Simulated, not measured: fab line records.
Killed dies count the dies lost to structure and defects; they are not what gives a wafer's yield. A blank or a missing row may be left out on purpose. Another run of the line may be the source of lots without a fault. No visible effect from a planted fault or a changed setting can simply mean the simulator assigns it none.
A single fault, viewed from 2 desks -- flow sky130 -- only its own numbers are on each desk; what lay behind them is given at the end

AT THE METROLOGY DESK
Lot by lot, what the gauges showed, no matter which tool ran the lot: averages of those sampled wafers that carry a number. Any lot whose mean is over 4 standard deviations away from the usual mean is out of limits and marked OUT; that distance is given in the brackets.
Columns: A = LDD_P_TW at SKY_LDD_P_TW_MEAS_11, usual 643
lot,first seen here,A
L369,day 19 01:52,647
L372,day 19 15:51,643
L370,day 19 16:20,640
L374,day 20 08:00,646
L377,day 21 18:44,649
L379,day 22 23:26,648
L380,day 23 19:39,638
L382,day 23 23:35,549 (-19) OUT
L383,day 24 08:08,555 (-18) OUT
L390,day 26 19:17,638
L391,day 27 01:59,650
L392,day 27 09:38,637
This desk reports L382, L383 out of limits; the earliest was L382 at day 23 23:35 (LDD_P_TW at SKY_LDD_P_TW_MEAS_11). L369, L372, L370, L374, L377, L379, L380, L390, L391, L392: within limits.

TOOL OWNER'S DESK, implanter-01
For each lot that ran on this tool, the mean over its sampled wafers that have a number, from the tool's own readings at SKY_LDD_P_IMPLANT_09. Any lot whose mean is over 4 standard deviations away from the usual mean is out of limits and marked OUT; that distance is given in the brackets.
Columns: A = doseIonsCm2 at SKY_LDD_P_IMPLANT_09, usual 1e+13; B = faradayCurrentUA at SKY_LDD_P_IMPLANT_09, usual 56.4
lot,first seen here,A,B
L370,day 19 16:05,1e+13,56.5
L374,day 20 07:45,1e+13,56.8
L379,day 22 23:12,1e+13,56.6
L382,day 23 23:20,6e+12 (-99 or more) OUT,35.5 (-19) OUT
L383,day 24 07:53,6e+12 (-99 or more) OUT,35.2 (-19) OUT
Finding of this desk: L382, L383 out of limits; the first was L382 at day 23 23:20, on doseIonsCm2 at SKY_LDD_P_IMPLANT_09. L370, L374, L379: within limits.

BROUGHT TOGETHER
On L382, L383, at day 23 23:20, an alarm was possible from the tool owner's desk.
L382, L383 would have let the metrology desk raise an alarm at day 23 23:35.
On implanter-01, each named lot ran SKY_LDD_P_IMPLANT_09.

WHAT THE SIMULATOR PUT IN
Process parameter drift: implanter-01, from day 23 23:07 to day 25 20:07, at SKY_LDD_P_IMPLANT_09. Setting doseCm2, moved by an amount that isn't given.
Shown lots that were struck: L382, L383.
Hours from the fault's start to each desk's first reading out of limits: the tool owner's desk, 0; the metrology desk, 0.
